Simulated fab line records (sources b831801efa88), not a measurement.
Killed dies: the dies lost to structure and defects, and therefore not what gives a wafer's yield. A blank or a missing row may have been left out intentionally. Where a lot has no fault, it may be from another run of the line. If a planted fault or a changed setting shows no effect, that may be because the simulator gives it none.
A struck lot beside a sound one | flow sky130 | 19 out of 708 route steps
Sound: the wafers L169.1, L169.3, L169.4. The struck wafers were L176.1, L176.4, L176.5. The cause is given at the end.
At each step with rows: each side's tool, then ch and its chambers, then its first start. Under that, the readings that differ: sound wafers | struck wafers | difference of the means | sigmas: that difference in standard deviations of wafers without a fault.
alike: readings with means less than 2 such deviations apart, plus words and numbers identical on both sides. not compared: withheld readings, readings lacking a value on some wafer, bounds such as >300 that could conceal the same value, and numbers that have no deviation in the record and whose values overlap.
A row with sigmas, a row that says differs or no value, or rows on one side alone: a step with any of these is where the two part. Non-overlapping numbers with no deviation appear without sigmas and do not part them. A reading missing from all wafers of one side parts the sides only when that side holds two or more wafers.

SKY_LDD_LDN_TW_MEAS_13:
  struck on film-metro-03, day 27 18:43; sound on film-metro-02, day 25 09:56
  reading    | sound          | struck         | difference | sigmas
  LDD_LDN_TW | 1502 1500 1510 | 1462 1469 1455 | -42        | -4
then, 2 steps without rows for these wafers: SKY_LDD_LDN_CLEAN_14 (cleans in SC1/SC2, time 150 s); SKY_SPACER_CVD_00 (deposits Si3N4 from DCS/NH3, target thk 43.1 nm, time 740 s).
SKY_SPACER_THK_MEAS_01:
  struck on film-metro-01, day 27 20:02; sound on film-metro-04, day 25 11:16
  alike: SPACER_CVD_00_THK
SKY_SPACER_ETCHBACK_02: etches Si3N4 in CH3F/O2, stops on SiO2, time 46.7 s, target depth 45 nm.
  sound on rie-diel-01 ch 0,2,3, day 25 11:19; struck on rie-diel-01 ch 1,2, day 27 20:05
  alike: ch3f-flow-sccm, drypump-motor-current-A, oes-product-au, throttle-valve-pct
  not compared: rf-hours-counter-h
then, 7 steps without rows for these wafers: SKY_POLY_CUT_DEHYDRATE_00 (time 60 s); SKY_POLY_CUT_HMDS_01 (prime time 60 s); SKY_POLY_CUT_COAT_02 (resist thk 60 nm); SKY_POLY_CUT_COAT_03 (resist thk 450 nm); SKY_POLY_CUT_SOFTBAKE_04 (time 90 s); SKY_POLY_CUT_EXPOSE_05 (exposes mask NPCM, target cd 270 nm); SKY_POLY_CUT_PEB_06.
SKY_POLY_CUT_DEVELOP_07: develop time 60 s.
  sound on litho-track-01 ch 0, day 26 16:00; struck on litho-track-01 ch 0, day 28 23:00
SKY_POLY_CUT_CD_MEAS_08 targets a cd of 270 nm.
  struck on cd-sem-02, day 29 00:08; sound on cd-sem-02, day 26 17:08
  reading    | sound             | struck            | difference | sigmas
  cd-nm (nm) | 268.8 270.3 269.4 | 266.5 265.6 266.3 | -3.4       | -2
SKY_POLY_CUT_OVL_MEAS_09:
  struck on overlay-01, day 29 00:15; sound on overlay-01, day 26 17:15
  alike: POLY_CUT_OVL
SKY_POLY_CUT_ETCH_10: etches BARC in N2/H2, stops on SiO2, time 45.9 s, target depth 60 nm.
  sound on rie-diel-03 ch 1,2,3, day 26 17:17; struck on rie-diel-03 ch 0,2,3, day 29 00:17
  reading                   | sound           | struck          | difference | sigmas
  model.POLY_CUT.cd-nm (nm) | 269 270.1 270.4 | 266.7 265 266.6 | -3.7       |
  alike: drypump-motor-current-A, oes-product-au, throttle-valve-pct
  not compared: rf-hours-counter-h
SKY_POLY_CUT_ETCH_11: etches Si3N4 in CF4/CH2F2/Ar, stops on poly-Si, time 42.5 s, target depth 60 nm.
  sound on rie-diel-03 ch 1,2,3, day 26 17:20; struck on rie-diel-03 ch 0,2,3, day 29 00:20
  reading                   | sound           | struck          | difference | sigmas
  model.POLY_CUT.cd-nm (nm) | 268.9 270 270.4 | 266.7 265 266.6 | -3.7       |
  alike: drypump-motor-current-A, oes-product-au, throttle-valve-pct
  not compared: rf-hours-counter-h
SKY_POLY_CUT_STRIP_12: strips in O2/N2.
  sound on plasma-asher-04 ch 0,1, day 26 17:22; struck on plasma-asher-01 ch 0, day 29 00:22
  alike: drypump-motor-current-A, oes-product-au, strip-time-to-endpoint-s
  not compared: rf-hours-counter-h
-- here the record skips 20 days between the struck wafers' starts before and after, leaving off in module POLY_CUT and picking up in module PAD_OPEN (first step shown: number 708 of the route) --
SKY_PAD_OPEN_PROBE_99:
  record: rows for the struck wafers here (prober-01, day 49 02:20), none for the sound ones

== WHERE THEY PART ==
At SKY_LDD_LDN_TW_MEAS_13 first; at SKY_PAD_OPEN_PROBE_99 last (within this record only).

WHY: whatever the simulator had introduced
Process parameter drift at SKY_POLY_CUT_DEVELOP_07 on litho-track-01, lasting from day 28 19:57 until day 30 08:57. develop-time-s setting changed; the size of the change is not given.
